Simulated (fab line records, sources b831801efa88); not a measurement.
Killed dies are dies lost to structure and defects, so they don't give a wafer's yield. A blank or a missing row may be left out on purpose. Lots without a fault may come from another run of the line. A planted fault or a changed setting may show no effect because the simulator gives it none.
Problem report in the 8D (eight disciplines) form, filled by code | flow sky130 | the parts of the form that need people (team, actions taken, sign-off) are left out

1. THE PROBLEM
developer_temp_C at SKY_CONTACT_DEVELOP_13 reads a mean of 23.07 C on 6 wafers of 2 lots; wafers without a fault read 21.00 C with a standard deviation of 0.1. That is +21 standard deviations from the usual mean.
The step: develop time 60 s.
First seen on wafer L708.3, day 34 06:00, on litho_track-01. The record holds 18 wafers of 6 lots with a number at this step. Rule for "out", or "out of limits": more than 4 standard deviations from the usual mean. The other wafers with a number count as sound.

2. WHAT IT IS AND WHAT IT IS NOT
question                    | is                     | is not
which readings at this step | developer_temp_C       | -
which lots                  | L708, L711             | L713, L718, L720, L722
which wafers of those lots  | all that have a number | -
read on which tools         | litho_track-01         | litho_track-02, litho_track-03
when                        | from day 34 06:00      | up to then (0 sound wafers); but 12 sound wafers of L713, L718, L720, L722 came after

3. SUSPECTS, AND WHAT RULES EACH OUT
Counting: a tool at a process step up to the reading stays a suspect if it ran every lot that is out and no sound lot after the first of them.
- cmp-01 at SKY_CONTACT_CMP_04 (polishes SiO2): ruled out as a lasting fault. Sound lots L713, L718 ran on it after its first lot that is out, L708 (day 33 03:41).
- litho_track-01 at SKY_CONTACT_DEVELOP_13 (develop time 60 s): ruled out as a lasting fault. Sound lots L720 ran on it after its first lot that is out, L708 (day 34 06:00).
Left after counting: nothing in the record.

4. THE CAUSE (what the simulator had put in)
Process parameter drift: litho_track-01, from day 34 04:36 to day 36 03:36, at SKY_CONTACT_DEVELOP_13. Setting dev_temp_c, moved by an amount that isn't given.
Counting ruled it out, wrongly.

5. THE CHAIN OF EFFECTS, in route order
Each row: a reading whose mean over the struck wafers that have a number lies more than 3 standard deviations from the usual. Only readings for which the record gives a usual standard deviation are gone through. hours: the time from each lot's start at the first step in this table that gives one to its start at this step, as a median over the lots. sigmas: the change in usual standard deviations.
hours | step                   | reading          | usual   | on struck wafers | change | sigmas
0     | SKY_CONTACT_DEVELOP_13 | developer_temp_C | 21.00 C | 23.07            | +2.07  | +21
The process steps in it:
- SKY_CONTACT_DEVELOP_13: develop time 60 s.
Later measuring or inspecting steps at which every struck wafer that the step has a row for has a number for every such reading, and none has moved that far: SKY_CONTACT_CD_MEAS_14.

6. WHAT WOULD HAVE CAUGHT IT SOONER
In this record the first reading out of limits was taken at day 34 06:00, 1 hour after the fault began at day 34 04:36.
